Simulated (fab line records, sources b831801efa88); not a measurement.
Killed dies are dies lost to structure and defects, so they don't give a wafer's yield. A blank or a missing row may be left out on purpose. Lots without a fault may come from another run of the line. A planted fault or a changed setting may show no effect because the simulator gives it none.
fab line records | flow sky130
record lots=11 wafers=33 last_day=50
route steps=708 shown FIELD_ISO@18 VT_ADJUST_HVTR@139 SONOS_ONO@169 LI_CONTACT@376
lots that met no fault: from a run of the same line without faults
start_h: hours from the record's first day to the start of the lot's first wafer shown | wait_h: hours since the lot's step before | " the same as in the row above | L1.1+2: a row that stands for several wafers | - no value, or no start given | * or withheld: withheld | < > ~ a bound
route shown NAME@n: a module of which the file shows steps, and the number in the route of the first | usual: mean/standard deviation of fault-free wafers | same: alike in all rows | chamber/n: place in a boat | sites: the reading at each site | _std_site: their standard deviation | _edge_site: outer sites' mean less inner sites' | radius_mm: how far each site lies from the wafer's centre | mask NAME#n: copy n | behind: the tool/chamber that last shaped the wafer | hold: why the lot was held/for how many hours/how that ended | device: the transistor (n, p or np) that didn't switch | end of line: the same wafers' tests at the end of the route | a step without rows: its recipe alone | killed: dies lost to structure and defects at the first sort, not the wafer's yield | map: a wafer's dies, x killed, . not, _ none there
set.NAME: the setting as run; set.NAME@STEP: as run at that earlier step | model.NAME: the simulator's own value behind a step, which no gauge read
steps of the route over a sample of lots; a table a step, a row a wafer
services: from which hour (start_h, from the record's first day; less than 0 if before it) a tool's chamber was out of use, for how many hours, and why
## steps
# step SKY_FIELD_ISO_ETCH_17
# recipe target_depth_a=3420 mask_material=Si3N4 chemistry=HBr/Cl2/O2 target=Si taper_deg=5 icp_w=600 bias_w=153 pressure_mtorr=15 HBr_flow_sccm=150 Cl2_flow_sccm=40 O2_flow_sccm=6 time_s=97.7
# usual bias_w=153.0/0.45 drypump_motor_current_A=5.43/0.12 oes_product_au=1.004/0.011 rf_fwd_power_W=596.5/1.9 throttle_valve_pct=25.655/0.011
# columns lot.wafer tool chamber start_h wait_h bias_w drypump_motor_current_A oes_product_au rf_fwd_power_W rf_hours_counter_h throttle_valve_pct
L962.2 rie_si-02 3 34.43 0.1 152.8 5.28 1.005 598.5 28 25.650
L962.5 " 1 " " 153.4 5.50 1.003 593.0 - 25.645
L962.6 " 3 " " 153.5 5.28 0.998 595.0 - 25.645
L965.1 rie_si-02 3 51.68 0.1 153.3 5.29 1.017 597.1 28 25.656
L965.3 " 1 " " 152.8 5.53 1.012 593.6 47 25.654
L965.5 " 3 " " 153.4 5.32 1.000 597.6 - 25.666
L966.1 rie_si-01 3 54.97 0.1 153.3 5.59 1.018 598.5 66 25.642
L966.2 " 1 " " 153.7 5.39 1.023 596.2 89 25.649
L966.4 " 2 " " 152.0 5.44 1.009 596.9 2 25.638
L967.3 rie_si-01 2 61.03 0.0 153.2 5.42 0.988 595.6 2 25.656
L967.4 " 1 " " 152.8 5.39 1.018 596.3 89 25.632
L967.6 " 0 " " 153.7 5.25 0.982 595.1 - 25.658
L971.1 rie_si-01 1 84.48 0.1 153.4 5.41 1.025 595.8 89 25.648
L971.2 " 0 " " 152.5 5.24 0.994 594.9 93 25.663
L971.4 " 3 " " 152.3 5.63 1.020 598.9 67 25.635
L976.2 rie_si-02 1 107.82 0.1 153.7 5.53 1.001 594.7 47 25.647
L976.3 " 2 " " 152.9 5.47 0.998 597.5 121 25.657
L976.5 " 2 " " 152.6 5.46 1.008 598.9 - 25.662
L977.1 rie_si-02 2 111.78 0.1 153.2 5.49 1.012 598.3 121 25.642
L977.5 " 3 " " 153.2 5.26 1.000 598.6 - 25.675
L977.6 " 2 " " 153.5 5.50 0.999 597.3 - 25.642
L978.3 rie_si-02 3 126.48 0.0 153.3 5.28 0.997 596.9 28 25.671
L978.5 " 3 " " 153.4 5.29 1.004 597.0 - 25.654
L978.6 " 2 " " 153.1 5.47 1.001 596.9 - 25.650
L982.2 rie_si-02 2 138.58 0.1 152.8 5.49 1.007 598.8 121 25.653
L982.3 " 1 " " 152.2 5.51 0.984 594.0 48 25.652
L982.5 " 1 " " 153.4 5.52 1.006 595.3 - 25.653
L983.1 rie_si-01 2 142.65 0.1 153.3 5.42 1.009 597.0 3 25.649
L983.3 " 0 " " 153.6 5.25 1.002 597.2 94 25.671
L983.5 " 3 " " 152.9 5.63 1.025 593.8 - 25.641
L984.1 rie_si-01 3 147.64 0.1 152.9 5.63 1.027 598.7 67 25.643
L984.2 " 0 " " 153.7 5.23 0.991 595.8 94 25.663
L984.6 " 2 " " 153.2 5.42 1.002 599.3 - 25.647
# step SKY_VT_ADJUST_HVTR_OVL_MEAS_08
# usual VT_ADJUST_HVTR_OVL=0.5/1.4
# columns lot.wafer tool chamber start_h wait_h VT_ADJUST_HVTR_OVL[nm]
L962.2 overlay-01 - 207.58 0.1 -1.3
L962.5 " - " " -2.7
L962.6 " - " " -3.0
L966.1 overlay-01 - 242.79 0.1 0.8
L966.2 " - " " -0.1
L966.4 " - " " 0.4
L965.1 overlay-01 - 243.73 0.1 3.3
L965.3 " - " " 1.5
L965.5 " - " " 0.6
L967.3 overlay-02 - 248.24 0.1 1.8
L967.4 " - " " -1.5
L967.6 " - " " -0.4
L971.1 overlay-02 - 278.13 0.1 0.5
L971.2 " - " " 0.9
L971.4 " - " " 0.9
L976.2 overlay-01 - 310.78 0.1 0.2
L976.3 " - " " -1.5
L976.5 " - " " 0.3
L977.1 overlay-01 - 316.38 0.1 -0.5
L977.5 " - " " -0.1
L977.6 " - " " -1.2
L978.3 overlay-01 - 338.04 0.1 0.4
L978.5 " - " " -0.3
L978.6 " - " " 0.9
L982.2 overlay-02 - 355.40 0.1 2.0
L982.3 " - " " 2.3
L982.5 " - " " 2.5
L983.1 overlay-02 - 358.39 0.1 -0.3
L983.3 " - " " -2.4
L983.5 " - " " -0.7
L984.1 overlay-01 - 372.74 0.1 3.0
L984.2 " - " " 3.5
L984.6 " - " " 3.8
# step SKY_SONOS_ONO_THK_MEAS_01
# recipe reads=SiO2_of_SONOS_ONO_OXIDATION_00
# usual SONOS_ONO_OXIDATION_THK=2.60/0.057
# columns lot.wafer tool chamber start_h wait_h SONOS_ONO_OXIDATION_THK[nm]
L962.2 film_metro-01 - 257.70 0.0 2.57
L962.5 " - " " 2.58
L962.6 " - " " 2.55
L965.1 film_metro-04 - 292.63 0.0 2.56
L965.3 " - " " 2.62
L965.5 " - " " 2.62
L966.1 film_metro-03 - 292.63 0.0 2.59
L966.2 " - " " 2.59
L966.4 " - " " 2.53
L967.3 film_metro-04 - 295.91 0.0 2.60
L967.4 " - " " 2.59
L967.6 " - " " 2.60
L971.1 film_metro-04 - 331.35 0.0 2.66
L971.2 " - " " 2.68
L971.4 " - " " 2.69
L976.2 film_metro-04 - 369.68 0.0 2.69
L976.3 " - " " 2.63
L976.5 " - " " 2.69
L977.1 film_metro-03 - 375.78 0.0 2.56
L977.5 " - " " 2.55
L977.6 " - " " 2.65
L978.3 film_metro-03 - 398.71 0.0 2.60
L978.5 " - " " 2.72
L978.6 " - " " 2.67
L982.2 film_metro-04 - 415.38 0.0 2.57
L982.3 " - " " 2.60
L982.5 " - " " 2.65
L983.1 film_metro-04 - 416.60 0.0 2.61
L983.3 " - " " 2.60
L983.5 " - " " 2.54
L984.1 film_metro-03 - 433.41 0.0 2.52
L984.2 " - " " 2.57
L984.6 " - " " 2.60
# step SKY_LI_CONTACT_ETCH_14
# recipe chemistry=N2/H2 target=BARC ion_energy_ev=200 source_w=500 bias_w=100 pressure_mtorr=30 n2_flow_sccm=100 h2_flow_sccm=200 stop_on=SiO2 time_s=45.9 target_depth_a=600
# usual bias_w=99.97/0.27 drypump_motor_current_A=5.8/0.46 n2_flow_sccm=99.98/0.29 oes_product_au=0.854/0.0045 rf_fwd_power_W=495.0/1.9 throttle_valve_pct=13.226/0.0092
# columns lot.wafer tool chamber start_h wait_h bias_w drypump_motor_current_A n2_flow_sccm oes_product_au rf_fwd_power_W rf_hours_counter_h throttle_valve_pct
L962.2 rie_diel-03 2 680.03 0.0 99.76 6.3 100.29 0.854 496.6 5 13.216
L962.5 " 1 " " 99.96 5.6 99.45 0.855 494.4 - 13.232
L962.6 " 2 " " 100.07 6.3 100.19 0.854 493.3 - 13.217
L966.1 rie_diel-03 2 718.32 0.0 99.85 6.3 100.23 0.855 497.4 5 13.209
L966.2 " 1 " " 100.49 5.6 100.20 0.861 495.2 8 13.223
L966.4 " 3 " " 99.72 6.2 99.99 0.853 494.0 4 13.234
L965.1 rie_diel-02 1 720.26 0.0 99.51 6.5 100.07 0.850 494.7 11 13.234
L965.3 " 3 " " 100.01 5.0 100.30 0.852 496.5 14 13.240
L965.5 " 1 " " 99.63 6.5 100.02 0.863 494.7 - 13.233
L967.3 rie_diel-01 3 721.30 0.0 100.13 5.4 99.36 0.860 496.7 6 13.241
L967.4 " 0 " " 99.74 6.0 100.34 0.857 491.9 13 13.228
L967.6 " 0 " " 100.07 6.0 100.51 0.855 493.6 - 13.236
L971.1 rie_diel-03 3 757.11 0.0 99.71 6.1 100.06 0.853 492.6 4 13.215
L971.2 " 0 " " 99.96 6.3 100.26 0.851 695.0 21 13.223
L971.4 " 1 " " 100.04 5.6 100.20 0.847 491.1 9 13.216
L976.2 rie_diel-02 0 794.97 0.0 100.34 5.9 99.91 0.855 495.9 14 13.221
L976.3 " 2 " " 100.08 5.6 99.68 0.854 495.0 4 13.230
L976.5 " 2 " " 100.41 5.7 99.78 0.855 492.9 - 13.223
L977.1 rie_diel-02 3 800.38 0.0 100.28 5.0 99.53 0.848 497.6 16 13.222
L977.5 " 0 " " 100.48 5.9 100.01 0.852 493.3 - 13.230
L977.6 " 1 " " 99.79 6.5 99.84 0.852 493.8 - 13.215
L978.3 rie_diel-02 1 822.87 0.0 100.16 6.5 100.08 0.851 494.5 14 13.220
L978.5 " 0 " " 99.50 5.9 99.56 0.850 495.7 - 13.224
L978.6 " 1 " " 99.34 6.5 100.06 0.858 494.1 - 13.218
L982.2 rie_diel-01 2 837.82 0.0 99.61 5.4 100.28 0.848 493.0 10 13.215
L982.3 " 1 " " 99.75 5.4 100.23 0.857 495.5 10 13.232
L982.5 " 3 " " 99.99 5.4 100.05 0.852 496.7 - 13.219
L983.1 rie_diel-02 0 838.47 0.0 100.08 5.8 100.06 0.854 499.4 15 13.216
L983.3 " 2 " " 99.24 5.7 100.24 0.850 494.5 5 13.226
L983.5 " 3 " " 100.67 5.0 100.34 0.855 495.5 - 13.232
L984.1 rie_diel-01 0 849.81 0.0 99.94 6.0 100.04 0.847 495.9 17 13.220
L984.2 " 3 " " 100.04 5.4 99.73 0.858 493.3 10 13.231
L984.6 " 2 " " 100.02 5.3 99.99 0.854 495.0 - 13.235
# step SKY_LI_CONTACT_STRIP_16
# recipe chemistry=O2/N2 power_w=1400 pressure_mtorr=1500 platen_temp_c=withheld o2_flow_sccm=3000 n2_flow_sccm=300 overash_fraction=0.5
# usual drypump_motor_current_A=5.6/0.49 n2_flow_sccm=300.0/0.81 oes_product_au=0.375/0.0053 strip_time_to_endpoint_s=3.49/0.034
# columns lot.wafer tool chamber start_h wait_h drypump_motor_current_A n2_flow_sccm oes_product_au rf_hours_counter_h strip_time_to_endpoint_s
L962.2 plasma_asher-03 0 680.15 - 6.1 299.5 0.380 56 3.45
L962.5 " 0 " " 6.1 301.6 0.368 - 3.46
L962.6 " 1 " " 6.2 298.3 0.378 - 3.46
L966.1 plasma_asher-02 0 718.45 - 5.0 301.7 0.364 93 3.47
L966.2 " 1 " " 5.6 300.9 0.376 93 3.47
L966.4 " 1 " " 5.6 300.8 0.376 - 3.53
L965.1 plasma_asher-02 1 720.39 - 5.6 300.0 0.373 93 3.52
L965.3 " 1 " " 5.6 300.4 0.373 - 3.56
L965.5 " 0 " " 5.0 301.0 0.372 - 3.49
L967.3 plasma_asher-01 1 721.46 - 5.3 299.2 0.372 - 3.47
L967.4 " 0 " " 6.3 299.4 0.373 - 3.49
L967.6 " 0 " " 6.3 299.1 0.376 - 3.51
L971.1 plasma_asher-01 1 757.24 - 5.3 299.6 0.366 1 3.51
L971.2 " 0 " " 6.3 299.9 0.367 1 3.33
L971.4 " 0 " " 6.3 299.7 0.385 - 3.48
L976.2 plasma_asher-02 0 795.10 - 5.0 301.3 0.374 100 3.48
L976.3 " 0 " " 5.0 300.9 0.377 - 3.48
L976.5 " 1 " " 5.6 300.1 0.373 - 3.45
L977.1 plasma_asher-02 1 800.50 - 5.6 299.2 0.382 101 3.53
L977.5 " 0 " " 5.0 300.4 0.372 - 3.48
L977.6 " 1 " " 5.6 299.7 0.379 - 3.45
L978.3 plasma_asher-02 1 823.03 - 5.6 299.4 0.371 - 3.49
L978.5 " 1 " " 5.6 299.9 0.388 - 3.51
L978.6 " 0 " " 5.0 299.4 0.383 - 3.47
L982.2 plasma_asher-02 0 837.95 - 4.9 300.4 0.368 105 3.43
L982.3 " 0 " " 5.0 300.5 0.371 - 3.51
L982.5 " 1 " " 5.6 298.8 0.375 - 3.43
L983.1 plasma_asher-03 1 838.60 - 6.2 301.6 0.378 72 3.52
L983.3 " 0 " " 6.0 300.4 0.372 - 3.46
L983.5 " 0 " " 6.0 299.8 0.373 - 3.51
L984.1 plasma_asher-01 1 849.94 - 5.4 301.0 0.377 11 3.48
L984.2 " 0 " " 6.3 300.9 0.367 11 3.45
L984.6 " 1 " " 5.4 299.4 0.380 - 3.44
## services
# columns tool chamber start_h hours kind
rie_si-02 - 27.03 0.4 repair
rie_si-02 0 31.96 5.1 repair
rie_si-02 2 96.17 11.3 repair
rie_diel-02 1 100.21 7.7 repair
rie_si-01 - 116.76 2.8 pm
rie_si-02 1 120.78 3.1 repair
rie_si-01 0 142.98 2.4 repair
rie_si-02 2 144.57 10.4 repair
plasma_asher-02 - 173.78 0.4 repair
rie_si-01 0 183.25 1.0 repair
rie_si-02 - 231.56 0.5 repair
rie_si-02 1 251.33 8.3 repair
rie_si-01 3 289.13 5.1 repair
rie_si-01 1 289.84 2.1 repair
rie_si-02 - 375.70 2.8 pm
rie_si-01 1 399.34 3.9 repair
rie_si-02 1 423.33 8.9 repair
plasma_asher-02 - 519.95 1.2 repair
rie_si-02 0 577.65 7.0 repair
plasma_asher-02 - 630.72 2.8 pm
plasma_asher-02 - 691.22 5.7 repair
rie_si-02 3 691.67 3.6 repair
rie_si-02 0 705.07 11.1 repair
rie_si-02 - 730.25 1.2 repair
## key
first_sign step=SKY_LI_CONTACT_ETCH_14 reading=rf_fwd_power_W direction=up sigmas=99+ usual=495.0 struck=695.0
effect step=SKY_LI_CONTACT_STRIP_16 reading=strip_time_to_endpoint_s direction=down sigmas=4.6 usual=* struck=*
met_at SKY_LI_CONTACT_ETCH_14
struck_lots L971
struck_wafers L971.2
tester_left_out L971
not_acting_at SKY_FIELD_ISO_ETCH_17,SKY_VT_ADJUST_HVTR_OVL_MEAS_08,SKY_SONOS_ONO_THK_MEAS_01
fault kind=process_parameter_drift tool=rie_diel-03 chamber=0 onset_h=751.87 steps=SKY_LI_CONTACT_ETCH_14 channel=source_w offset=200 shape=step end_h=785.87 acts_in=these_recipes_only stated=500
# tester_left_out: of these lots the tester's yield and bins aren't shown, on N5 and GAA mostly nor the transistor test; their killed dies are dies lost to structure and defects alone, not to doping, threshold or leakage, so they don't give the yield
